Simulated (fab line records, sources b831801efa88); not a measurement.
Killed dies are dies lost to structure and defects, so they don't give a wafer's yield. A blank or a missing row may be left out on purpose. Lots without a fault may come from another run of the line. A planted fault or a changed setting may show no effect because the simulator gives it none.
A struck lot beside a sound one | flow gf180mcu | 18 steps out of a route of 602
Sound: wafers L282.2, L282.3, L282.6. Struck: wafers L286.2, L286.5, L286.6. The cause comes at the end.
At each step with rows: each side's tool, then ch and its chambers, then its first start. Under that, the readings that differ: sound wafers | struck wafers | difference of the means | sigmas: that difference in standard deviations of wafers without a fault.
alike: readings whose means differ by less than 2 such deviations, and words and numbers that are the same on both sides. not compared: withheld readings, readings that some wafer has no value for, bounds like >300 that may hide the same value, and numbers for which the record gives no deviation and whose values overlap.
The two part at a step that has a row with sigmas, a row that says differs or no value, or rows on one side only. Numbers that don't overlap but have no deviation are shown without sigmas and don't part them. A reading that every wafer of one side lacks parts them only if that side has two wafers or more.

first, 3 steps without rows for these wafers: GF_V1_EXPOSE_11 (exposes mask Via1, target cd 260 nm); GF_V1_PEB_12 (peb time 90 s); GF_V1_DEVELOP_13 (develop time 60 s).
GF_V1_CD_MEAS_14: target cd 260 nm.
  sound on cd_sem-02, day 21 23:52; struck on cd_sem-02, day 23 06:04
  alike: cd_nm
GF_V1_OVL_MEAS_15:
  sound on overlay-02, day 21 23:58; struck on overlay-01, day 23 06:11
  alike: V1_OVL
GF_V1_ETCH_16: etches BARC in N2/H2.
  sound on rie_diel-04 ch 0,1,3, day 21 23:59; struck on rie_diel-04 ch 0,1,3, day 23 06:13
  alike: drypump_motor_current_A, oes_product_au, rf_fwd_power_W, throttle_valve_pct
GF_V1_ETCH_17: etches SiO2 in C4F8/O2/Ar, stops on TiN, target depth 630 nm.
  sound on rie_diel-04 ch 0,1,3; struck on rie_diel-04 ch 0,1,3
  alike: oes_product_au, rf_fwd_power_W
GF_V1_STRIP_18: strips in O2/N2.
  sound on plasma_asher-01 ch 0,1, day 22 00:07; struck on plasma_asher-04 ch 0,1, day 23 06:20
  alike: drypump_motor_current_A, heater_power_w, oes_product_au
  not compared: rf_hours_counter_h
then, 2 steps without rows for these wafers: GF_V1_STRIP_19 (strips in post etch residue remover, time 1200 s); GF_V1_CLEAN_20 (cleans in DIW).
GF_V1_SPUTTER_21: material Ti, target thk 15 nm, time 77.94 s.
  sound on pvd_sputter-02, day 22 00:39; struck on pvd_sputter-02, day 23 06:54
  alike: throttle_valve_pct
GF_V1_SPUTTER_22: material TiN, target thk 10 nm, time 40 s.
  sound on pvd_sputter-02, day 22 00:43; struck on pvd_sputter-02, day 23 06:58
  alike: throttle_valve_pct
GF_V1_CVD_23: deposits W, target thk 350 nm, time 105.05 s.
  sound on cvd_w-01 ch 1, day 22 00:45; struck on cvd_w-01 ch 0,1, day 23 07:00
  reading                          | sound           | struck            | difference | sigmas
  model.W_of_V1_CVD_23.thk_nm (nm) | 352.7 347 351.5 | 472.1 471.4 471.3 | +121.2     |
  alike: heater_power_w
GF_V1_RS_MEAS_24: measures by four-point-probe.
  sound on film_metro-02, day 22 00:53; struck on film_metro-02, day 23 07:08
  reading          | sound             | struck            | difference | sigmas
  V1_W_RS (ohm/sq) | 0.325 0.330 0.326 | 0.241 0.242 0.243 | -0.085     | -25
GF_V1_THK_MEAS_25: measures by xrf.
  sound on film_metro-02, day 22 01:00; struck on film_metro-02, day 23 07:14
  reading       | sound       | struck      | difference | sigmas
  V1_W_THK (nm) | 364 359 363 | 504 499 495 | +137       | +27
GF_V1_CMP_26: polishes, stops on SiO2, t overpolish 15 s, target thk 0 nm.
  sound on cmp-01 ch 2,3, day 22 01:06; struck on cmp-02 ch 0,3, day 23 07:20
  reading                | sound          | struck            | difference | sigmas
  time_to_endpoint_s (s) | 86.8 85.3 88.3 | 115.8 116.3 115.7 | +29.1      | +11
  alike: motor_current_A
then, 1 step without rows for these wafers: GF_M2_SPUTTER_00 (material Ti, target thk 37.5 nm, time 150 s).
GF_PASSIVATION_PROBE_99:
  the record has rows for the sound wafers here (prober-01, day 32 00:14) and none for the struck ones

WHERE THEY PART
First at GF_V1_RS_MEAS_24; last, within this record, at GF_PASSIVATION_PROBE_99.

WHY: what the simulator had put in
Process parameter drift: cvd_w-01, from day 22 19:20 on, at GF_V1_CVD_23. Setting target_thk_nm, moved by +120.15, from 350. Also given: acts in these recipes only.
